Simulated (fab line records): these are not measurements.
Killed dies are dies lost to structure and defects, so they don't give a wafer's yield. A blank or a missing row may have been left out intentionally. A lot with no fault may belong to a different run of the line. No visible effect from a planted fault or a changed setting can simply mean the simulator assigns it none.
Which tool is to blame? || flow sky130 || 6 lots, 18 wafers sampled, at 2 steps of a route of 708

== WHAT THE GAUGES SHOWED, per wafer ==
SKY_VIA1_RS_MEAS_22: measurement is done with a four-point probe.
{"lot": "L938", "measured": "day 36 03:23", "on": "film_metro-01", "VIA1_W_RS (ohm/sq)": "0.422 0.420 0.421"}
{"lot": "L950", "measured": "day 38 19:34", "on": "film_metro-03", "VIA1_W_RS (ohm/sq)": "0.429 0.422 0.422"}
{"lot": "L953", "measured": "day 39 19:38", "on": "film_metro-01", "VIA1_W_RS (ohm/sq)": "0.427 0.424 0.425"}
{"lot": "L955", "measured": "day 40 04:46", "on": "film_metro-01", "VIA1_W_RS (ohm/sq)": "0.417 0.431 0.418"}
{"lot": "L956", "measured": "day 40 07:33", "on": "film_metro-02", "VIA1_W_RS (ohm/sq)": "0.420 0.420 0.425"}
{"lot": "L958", "measured": "day 41 00:00", "on": "film_metro-03", "VIA1_W_RS (ohm/sq)": "0.425 0.432 0.424"}

== TOOL THAT RAN EACH LOT (tool first, then ch and the chambers of the sampled wafers, then the start) ==
{"lot": "L938", "SKY_VIA1_CVD_21": "cvd_w-01 ch 0,1, day 36 03:16"}
{"lot": "L950", "SKY_VIA1_CVD_21": "cvd_w-02 ch 0,1, day 38 19:28"}
{"lot": "L953", "SKY_VIA1_CVD_21": "cvd_w-02 ch 0,1, day 39 19:32"}
{"lot": "L955", "SKY_VIA1_CVD_21": "cvd_w-02 ch 0,1, day 40 04:41"}
{"lot": "L956", "SKY_VIA1_CVD_21": "cvd_w-01 ch 0,1, day 40 07:26"}
{"lot": "L958", "SKY_VIA1_CVD_21": "cvd_w-01 ch 0,1, day 40 23:50"}
- SKY_VIA1_CVD_21: deposits W, target thk 270 nm, time 80.902 s.

== THE ANSWER, worked out from the rows above alone ==
Rule: the usual values come from the lots themselves. Put in order of their means at a reading, lots are off if they are a third of the lots or fewer, leave a main group of 4 or more, and stand apart from it by a gap of 3 or more times the standard deviation of the main group's means; of several such gaps the widest counts. Not used: any main group whose means are identical at the precision the tables above print for the reading. Also off: a lot with no number at a reading for which 4 or more lots have one. The other lots that the step has rows for count as sound.
None of the lots is off at any reading shown; this tells nothing.

== WHAT THE SIMULATOR HAD PUT IN ==
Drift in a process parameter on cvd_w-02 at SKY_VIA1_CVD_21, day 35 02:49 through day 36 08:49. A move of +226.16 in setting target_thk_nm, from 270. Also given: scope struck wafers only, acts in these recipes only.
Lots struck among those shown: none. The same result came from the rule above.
